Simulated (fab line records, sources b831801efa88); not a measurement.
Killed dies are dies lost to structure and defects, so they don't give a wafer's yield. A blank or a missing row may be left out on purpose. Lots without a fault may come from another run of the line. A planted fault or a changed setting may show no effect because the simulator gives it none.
A struck lot beside a sound one | flow gf180mcu | 16 steps out of a route of 602
Sound: wafers L989.1, L989.5, L989.6. Struck: wafers L105.3, L105.5, L105.6. The cause comes at the end.
At each step with rows: each side's tool, then ch and its chambers, then its first start. Under that, the readings that differ: sound wafers | struck wafers | difference of the means | sigmas: that difference in standard deviations of wafers without a fault.
alike: readings whose means differ by less than 2 such deviations, and words and numbers that are the same on both sides. not compared: withheld readings, readings that some wafer has no value for, bounds like >300 that may hide the same value, and numbers for which the record gives no deviation and whose values overlap.
The two part at a step that has a row with sigmas, a row that says differs or no value, or rows on one side only. Numbers that don't overlap but have no deviation are shown without sigmas and don't part them. A reading that every wafer of one side lacks parts them only if that side has two wafers or more.

first, 1 step without rows for these wafers: GF_LVPWELL_DEVELOP_06 (develop time 60 s).
GF_LVPWELL_OVL_MEAS_07:
  sound on overlay-01, day 5 00:20; struck on overlay-01, day 8 17:50
  alike: LVPWELL_OVL
then, 2 steps without rows for these wafers: GF_LVPWELL_IMPLANT_08; GF_LVPWELL_IMPLANT_09.
GF_LVPWELL_STRIP_10: strips in O2/N2.
  sound on plasma_asher-03 ch 0,1, day 5 00:41; struck on plasma_asher-02 ch 0,1, day 8 18:12
  alike: drypump_motor_current_A, heater_power_w, oes_product_au, strip_time_to_endpoint_s
  not compared: rf_hours_counter_h
GF_LVPWELL_TW_MEAS_11:
  sound on film_metro-03, day 5 00:47; struck on film_metro-04, day 8 18:17
  alike: LVPWELL_TW
then, 6 steps without rows for these wafers: GF_MVSD_DEHYDRATE_00 (time 60 s); GF_MVSD_HMDS_01 (prime time 60 s); GF_MVSD_COAT_02 (resist thk 3000 nm); GF_MVSD_SOFTBAKE_03; GF_MVSD_EXPOSE_04 (exposes mask MVSD, target cd 1000 nm); GF_MVSD_PEB_05.
GF_MVSD_DEVELOP_06: develop time 60 s.
  sound on litho_track-01 ch 0, day 5 15:00; struck on litho_track-01 ch 0, day 9 10:00
GF_MVSD_OVL_MEAS_07:
  sound on overlay-02, day 5 15:11; struck on overlay-01, day 9 10:57
  reading       | sound       | struck | difference                    | sigmas
  MVSD_OVL (nm) | 1.3 0.5 2.2 | - - -  | no value on the struck wafers |
then, 1 step without rows for these wafers: GF_MVSD_IMPLANT_08.
-- the record jumps here: 25 days lie between the struck wafers' starts before and after (it left off in module MVSD and takes up again in module PASSIVATION, whose first step shown is number 602 of the route) --
GF_PASSIVATION_PROBE_99:
  the record has rows for the struck wafers here (prober-02, day 34 12:06) and none for the sound ones

WHERE THEY PART
First at GF_MVSD_OVL_MEAS_07; last, within this record, at GF_PASSIVATION_PROBE_99.

WHY: what the simulator had put in
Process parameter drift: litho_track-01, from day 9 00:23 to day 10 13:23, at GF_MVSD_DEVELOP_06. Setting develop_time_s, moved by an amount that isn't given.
